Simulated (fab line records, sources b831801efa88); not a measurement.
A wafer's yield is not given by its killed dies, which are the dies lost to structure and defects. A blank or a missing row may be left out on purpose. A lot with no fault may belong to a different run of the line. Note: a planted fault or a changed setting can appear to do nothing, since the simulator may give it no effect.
fab line records	flow sky130
record lots=12	wafers=36	last-day=50
route steps=708 shown CONTACT@406 METAL1@436 VIA1@479 METAL2@499 PAD_OPEN@708
lots with no fault: from the same line, run without faults
start-h: start of the lot's first displayed wafer, in hours after the record's first day	wait-h: hours since the lot's step before	" repeats the value in the row above	L1.1+2: a single row standing in for several wafers	- value missing, or start not given	* or withheld: withheld	< > ~ a bound
route shown NAME@n: a module of which the file shows steps, and the number in the route of the first	usual: mean and standard deviation over wafers with no fault	same: alike in all rows	chamber/n: place in a boat	sites: each site's reading	_std_site: how widely they spread, as a standard deviation	_edge_site: outer sites' mean less inner sites'	radius-mm: how far each site lies from the wafer's centre	mask NAME#n: copy n	behind: the most recent tool/chamber to have shaped the wafer	hold: reason for holding the lot/hours on hold/outcome of the hold	device: which transistor (n, p or np) failed to switch	end of line: at the end of the route, the tests of the same wafers	a step given without rows: its recipe and nothing more	killed: not the wafer's yield, but the dies lost to structure and defects at the first sort	map: a wafer's dies, marking killed ones x, the rest . and places with no die _
set.NAME: the setting as run; set.NAME@STEP: as run at that earlier step	model.NAME: the simulator's own value behind a step, which no gauge read
a sample of lots followed through the steps of the route, with each step as a table and each wafer as a row
services: when a tool's chamber went out of use (start-h, in hours from the record's first day, below 0 if earlier), for how many hours, and the reason
## steps
# step SKY_CONTACT_CVD_00
# recipe material=Si3N4	target-thk-nm=75	temp-c=400	time-s=withheld	rf-w=450
# usual heater-power-outer-w=409/71	heater-power-w=720/90	rf-fwd-power-W=444.5/2
lot.wafer	tool	chamber	start-h	wait-h	heater-power-outer-w	heater-power-w	rf-fwd-power-W
L387.1	pecvd-03	2	714.77	0.0	312	627	443.1
L387.5	"	0	"	"	379	694	445.6
L387.6	"	2	"	"	317	612	443.6
L388.1	pecvd-01	1	719.31	0.0	409	677	446.9
L388.4	"	2	"	"	458	767	441.8
L388.5	"	1	"	"	395	701	446.6
L390.1	pecvd-04	1	740.56	0.0	586	941	446.0
L390.2	"	0	"	"	376	733	448.0
L390.3	"	0	"	"	385	731	445.7
L395.1	pecvd-03	2	777.56	0.0	288	571	444.1
L395.2	"	0	"	"	397	738	446.2
L395.3	"	1	"	"	388	683	442.4
L396.4	pecvd-03	0	786.12	0.0	396	704	447.3
L396.5	"	2	"	"	279	565	442.2
L396.6	"	1	"	"	439	760	444.7
L399.3	pecvd-01	1	809.39	0.0	397	687	443.1
L399.5	"	0	"	"	464	851	442.4
L399.6	"	1	"	"	401	695	446.1
L400.1	pecvd-03	2	815.86	0.0	247	531	442.8
L400.2	"	1	"	"	433	758	443.7
L400.3	"	0	"	"	367	662	445.9
L401.1	pecvd-03	0	821.52	0.0	359	686	446.7
L401.5	"	0	"	"	378	678	446.4
L401.6	"	2	"	"	301	593	445.8
L402.2	pecvd-03	2	835.26	0.0	309	607	442.8
L402.3	"	0	"	"	332	616	446.2
L402.4	"	0	"	"	339	627	448.2
L404.1	pecvd-03	2	846.41	0.0	329	642	445.1
L404.3	"	0	"	"	310	594	447.6
L404.6	"	0	"	"	313	597	445.5
L403.1	pecvd-04	1	846.83	0.0	529	857	443.8
L403.4	"	2	"	"	401	661	441.6
L403.6	"	0	"	"	443	799	446.6
L407.3	pecvd-01	0	864.36	0.0	499	870	441.9
L407.5	"	0	"	"	496	873	442.3
L407.6	"	2	"	"	443	727	448.0
# step SKY_METAL1_SPUTTER_02
# recipe material=AlCu	target-thk-nm=250	power-w=10600	time-s=13.3	chamber-pressure-pa=0.4
# usual throttle-valve-pct=30.1/1.4
lot.wafer	tool	chamber	start-h	wait-h	throttle-valve-pct
L387.1	pvd-sputter-01	-	743.69	0.0	31.7
L387.5	"	-	"	"	31.9
L387.6	"	-	"	"	29.9
L388.1	pvd-sputter-01	-	748.68	0.0	31.3
L388.4	"	-	"	"	27.9
L388.5	"	-	"	"	31.9
L390.1	pvd-sputter-01	-	770.75	0.0	30.2
L390.2	"	-	"	"	27.8
L390.3	"	-	"	"	31.8
L395.1	pvd-sputter-04	-	806.76	0.0	30.4
L395.2	"	-	"	"	29.7
L395.3	"	-	"	"	30.2
L396.4	pvd-sputter-02	-	819.47	0.0	28.0
L396.5	"	-	"	"	31.6
L396.6	"	-	"	"	27.6
L399.3	pvd-sputter-01	-	837.06	0.0	32.0
L399.5	"	-	"	"	31.2
L399.6	"	-	"	"	27.5
L400.1	pvd-sputter-04	-	843.52	0.0	30.7
L400.2	"	-	"	"	29.4
L400.3	"	-	"	"	30.5
L401.1	pvd-sputter-04	-	850.23	0.0	30.3
L401.5	"	-	"	"	29.8
L401.6	"	-	"	"	30.3
L402.2	pvd-sputter-01	-	864.09	0.0	32.0
L402.3	"	-	"	"	27.7
L402.4	"	-	"	"	31.3
L404.1	pvd-sputter-02	-	873.73	0.0	29.5
L404.3	"	-	"	"	30.6
L404.6	"	-	"	"	29.1
L403.1	pvd-sputter-04	-	874.33	0.0	30.6
L403.4	"	-	"	"	30.5
L403.6	"	-	"	"	30.4
L407.3	pvd-sputter-02	-	892.40	0.0	30.8
L407.5	"	-	"	"	31.2
L407.6	"	-	"	"	30.8
# step SKY_VIA1_CVD_21
# recipe material=W	target-thk-nm=270	time-s=80.902	temp-c=400	pressure-torr=40
# usual chamber-pressure-Torr=40.00/0.093	heater-power-outer-w=552/40	heater-power-w=915/69
lot.wafer	tool	chamber	start-h	wait-h	chamber-pressure-Torr	heater-power-outer-w	heater-power-w
L387.1	cvd-w-02	1	799.79	0.0	39.93	513	867
L387.5	"	1	"	"	40.13	513	849
L387.6	"	0	"	"	40.07	572	902
L388.1	cvd-w-02	1	804.93	0.0	40.00	495	853
L388.4	"	1	"	"	40.09	507	880
L388.5	"	1	"	"	39.98	506	858
L390.1	cvd-w-02	1	825.93	0.0	39.89	497	882
L390.2	"	0	"	"	39.86	586	923
L390.3	"	0	"	"	39.94	594	925
L395.1	cvd-w-02	1	860.58	0.0	-	-	-
L395.2	"	0	"	"	-	-	-
L395.3	"	1	"	"	-	-	-
L396.4	cvd-w-01	1	873.32	0.0	-	-	-
L396.5	"	0	"	"	-	-	-
L396.6	"	1	"	"	-	-	-
L399.3	cvd-w-02	0	892.26	0.1	40.06	601	942
L399.5	"	1	"	"	40.07	490	852
L399.6	"	0	"	"	40.20	593	925
L400.1	cvd-w-01	1	898.09	0.0	39.95	594	1036
L400.2	"	0	"	"	40.06	555	863
L400.3	"	1	"	"	39.99	596	1018
L401.1	cvd-w-02	1	903.34	0.0	39.94	504	869
L401.5	"	1	"	"	39.79	501	861
L401.6	"	0	"	"	39.99	578	934
L402.2	cvd-w-01	1	917.83	0.0	39.98	607	1044
L402.3	"	1	"	"	39.93	604	1028
L402.4	"	0	"	"	40.05	551	853
L404.1	cvd-w-02	0	926.63	0.0	39.72	577	878
L404.3	"	0	"	"	39.90	573	889
L404.6	"	1	"	"	39.98	500	849
L403.1	cvd-w-02	0	927.44	0.0	40.11	572	893
L403.4	"	1	"	"	40.00	499	844
L403.6	"	1	"	"	40.01	491	840
L407.3	cvd-w-01	0	944.46	0.1	40.07	538	875
L407.5	"	1	"	"	39.93	603	1009
L407.6	"	0	"	"	40.15	536	874
# step SKY_VIA1_RS_MEAS_22
# recipe thk-meas-gauge=four-point-probe	reads=W_of_VIA1_CVD_21+TiN_of_VIA1_SPUTTER_20
# usual VIA1_W_RS=0.427/0.0039
lot.wafer	tool	chamber	start-h	wait-h	hold	VIA1_W_RS[ohm/sq]
L387.1	film-metro-02	-	799.88	0.1	-	0.426
L387.5	"	-	"	"	-	0.428
L387.6	"	-	"	"	-	0.432
L388.1	film-metro-01	-	805.11	0.2	-	0.423
L388.4	"	-	"	"	-	0.427
L388.5	"	-	"	"	-	0.423
L390.1	film-metro-03	-	826.02	0.1	-	0.419
L390.2	"	-	"	"	-	0.423
L390.3	"	-	"	"	-	0.426
L395.1	film-metro-01	-	860.67	0.1	await-dispo/0.2h/release	58.353
L395.2	"	-	"	"	await-dispo/0.2h/release	57.362
L395.3	"	-	"	"	await-dispo/0.2h/release	58.269
L395.1	film-metro-01	-	860.96	0.3	-	58.230
L395.2	"	-	"	"	-	57.405
L395.3	"	-	"	"	-	58.256
L396.4	film-metro-02	-	873.45	0.1	await-dispo/0.2h/release	58.342
L396.5	"	-	"	"	await-dispo/0.2h/release	58.955
L396.6	"	-	"	"	await-dispo/0.2h/release	58.191
L396.4	film-metro-02	-	873.73	0.3	-	58.313
L396.5	"	-	"	"	-	58.933
L396.6	"	-	"	"	-	58.224
L399.3	film-metro-03	-	892.36	0.1	-	0.429
L399.5	"	-	"	"	-	0.426
L399.6	"	-	"	"	-	0.432
L400.1	film-metro-03	-	898.18	0.1	-	0.422
L400.2	"	-	"	"	-	0.418
L400.3	"	-	"	"	-	0.426
L401.1	film-metro-01	-	903.44	0.1	-	0.425
L401.5	"	-	"	"	-	0.419
L401.6	"	-	"	"	-	0.430
L402.2	film-metro-02	-	917.94	0.1	-	0.431
L402.3	"	-	"	"	-	0.432
L402.4	"	-	"	"	-	0.422
L404.1	film-metro-01	-	926.72	0.1	-	0.424
L404.3	"	-	"	"	-	0.420
L404.6	"	-	"	"	-	0.419
L403.1	film-metro-02	-	927.54	0.1	-	0.429
L403.4	"	-	"	"	-	0.424
L403.6	"	-	"	"	-	0.423
L407.3	film-metro-01	-	944.56	0.1	-	0.423
L407.5	"	-	"	"	-	0.426
L407.6	"	-	"	"	-	0.429
# step SKY_METAL2_OVL_MEAS_16
# usual METAL2_OVL=2/5.8
lot.wafer	tool	chamber	start-h	wait-h	METAL2_OVL[nm]
L387.1	overlay-02	-	826.58	0.1	3
L387.5	"	-	"	"	-5
L387.6	"	-	"	"	-6
L388.1	overlay-01	-	830.96	0.1	0
L388.4	"	-	"	"	3
L388.5	"	-	"	"	3
L390.1	overlay-02	-	852.61	0.1	5
L390.2	"	-	"	"	2
L390.3	"	-	"	"	-1
L399.3	overlay-01	-	918.03	0.1	4
L399.5	"	-	"	"	3
L399.6	"	-	"	"	1
L400.1	overlay-02	-	923.08	0.1	-5
L400.2	"	-	"	"	-12
L400.3	"	-	"	"	-5
L401.1	overlay-02	-	928.93	0.1	4
L401.5	"	-	"	"	4
L401.6	"	-	"	"	2
L402.2	overlay-01	-	943.57	0.1	8
L402.3	"	-	"	"	10
L402.4	"	-	"	"	9
L404.1	overlay-01	-	950.77	0.1	6
L404.3	"	-	"	"	4
L404.6	"	-	"	"	12
L403.1	overlay-02	-	953.28	0.1	11
L403.4	"	-	"	"	14
L403.6	"	-	"	"	11
L407.3	overlay-01	-	970.09	0.1	-2
L407.5	"	-	"	"	-4
L407.6	"	-	"	"	0
# step SKY_PAD_OPEN_PROBE_99
# usual defect-limited-yield=82.2/1.7	killed_at_M0_to_M3=44/6.3	killed_at_M4_up=3.1/2	killed-at-contacts=24/4.8	killed-at-front-end=15/4.6	killed-at-other=0.2/0.51	killed-dies=87/8.4	killed-open=48/6.4	killed-short=39/5.9	sort_bin_3_pad_short=0.9/0.41	sort_bin_5_function=10.5/1.4	sort_bin_6_memory=6.3/1.1	sort-n-pass=405/8.4	sort-yield-pct=82.2/1.7
# same gross-dies=492	killed-at-back-side=0	sort_bin_4_leakage[%]=0	sort_bin_8_speed[%]=0
lot.wafer	tool	chamber	start-h	wait-h	defect-limited-yield[%]	killed_at_M0_to_M3	killed_at_M4_up	killed-at-contacts	killed-at-front-end	killed-at-other	killed-dies	killed-open	killed-short	sort_bin_3_pad_short[%]	sort_bin_5_function[%]	sort_bin_6_memory[%]	sort-n-pass	sort-yield-pct[%]
L402.2	prober-02	-	1169.31	0.1	84.8	38	3	22	12	0	75	42	33	1.2	10.0	4.1	417	84.8
L402.3	prober-02	-	1169.36	0.2	81.3	49	5	25	13	0	92	49	43	1.0	11.6	6.1	400	81.3
L402.4	prober-02	-	1169.41	0.2	82.3	52	1	23	11	0	87	57	30	0.2	10.8	6.7	405	82.3
# killed by level:class
L402.2 CONTACT:geometric-particle:open=11 VIA1:geometric-particle:open=7 METAL2:geometric-particle:short=7 FIELD_ISO:geometric-particle:open=6 VIA1:geometric-particle:short=5 LI_CONTACT:geometric-particle:open=4 VIA2:geometric-particle:open=4 VIA3:geometric-particle:open=4
L402.3 VIA1:geometric-particle:open=16 CONTACT:geometric-particle:open=9 LI_CONTACT:geometric-particle:open=7 VIA2:geometric-particle:open=6 METAL2:geometric-particle:short=6 POLY_GATE:geometric-particle:short=5 LI_CONTACT:geometric-particle:short=5 VIA3:geometric-particle:short=4
L402.4 VIA1:geometric-particle:open=19 CONTACT:geometric-particle:open=10 VIA1:geometric-particle:short=9 LI_CONTACT:geometric-particle:open=8 VIA3:geometric-particle:open=5 VIA2:geometric-particle:open=5 FIELD_ISO:geometric-particle:open=3 POLY_CUT:geometric-particle:short=3
## services
tool	chamber	start-h	hours	kind
cvd-w-01	0	698.59	4.0	repair
pvd-sputter-01	-	706.86	1.1	repair
pecvd-03	1	709.25	21.2	repair
cvd-w-01	1	720.75	6.2	repair
cvd-w-02	0	723.04	8.1	repair
cvd-w-02	0	776.55	2.5	repair
pvd-sputter-04	-	778.15	0.7	repair
cvd-w-02	-	781.77	6.9	pm
pvd-sputter-04	-	792.23	0.8	repair
cvd-w-01	-	793.60	37.2	repair
pecvd-03	-	800.25	2.8	pm
cvd-w-02	0	801.81	11.4	repair
cvd-w-02	-	813.32	5.5	repair
pvd-sputter-04	-	815.61	3.7	repair
pvd-sputter-04	-	822.61	7.9	repair
pecvd-03	-	829.62	1.0	repair
cvd-w-01	-	833.81	2.3	repair
pvd-sputter-01	-	865.20	1.9	repair
cvd-w-01	0	874.94	3.7	repair
pvd-sputter-04	-	883.94	1.9	repair
pvd-sputter-01	-	887.18	3.8	repair
cvd-w-01	0	889.31	4.1	repair
cvd-w-02	-	904.00	14.0	pm
pvd-sputter-01	-	914.43	2.3	repair
## key
first-sign step=SKY_VIA1_CVD_21	reading=tool-record	direction=missing
effect step=SKY_VIA1_RS_MEAS_22	reading=visit	direction=added
effect step=SKY_VIA1_RS_MEAS_22	reading=VIA1_W_RS	direction=up	sigmas=99+	usual=0.427	struck=58.245
met-at SKY_VIA1_CVD_21
struck-lots L395,L396
scrapped-behind SKY_VIA1_RS_MEAS_22 L395.1,L395.2,L395.3,L396.4,L396.5,L396.6
not-acting-at SKY_CONTACT_CVD_00,SKY_METAL1_SPUTTER_02,SKY_METAL2_OVL_MEAS_16
onset-between 825.93 860.58
fault kind=skipped-step-whole	tool=cvd-w-01,cvd-w-02	chamber=-	onset-h=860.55	steps=SKY_VIA1_CVD_21	scope=struck-lots-only
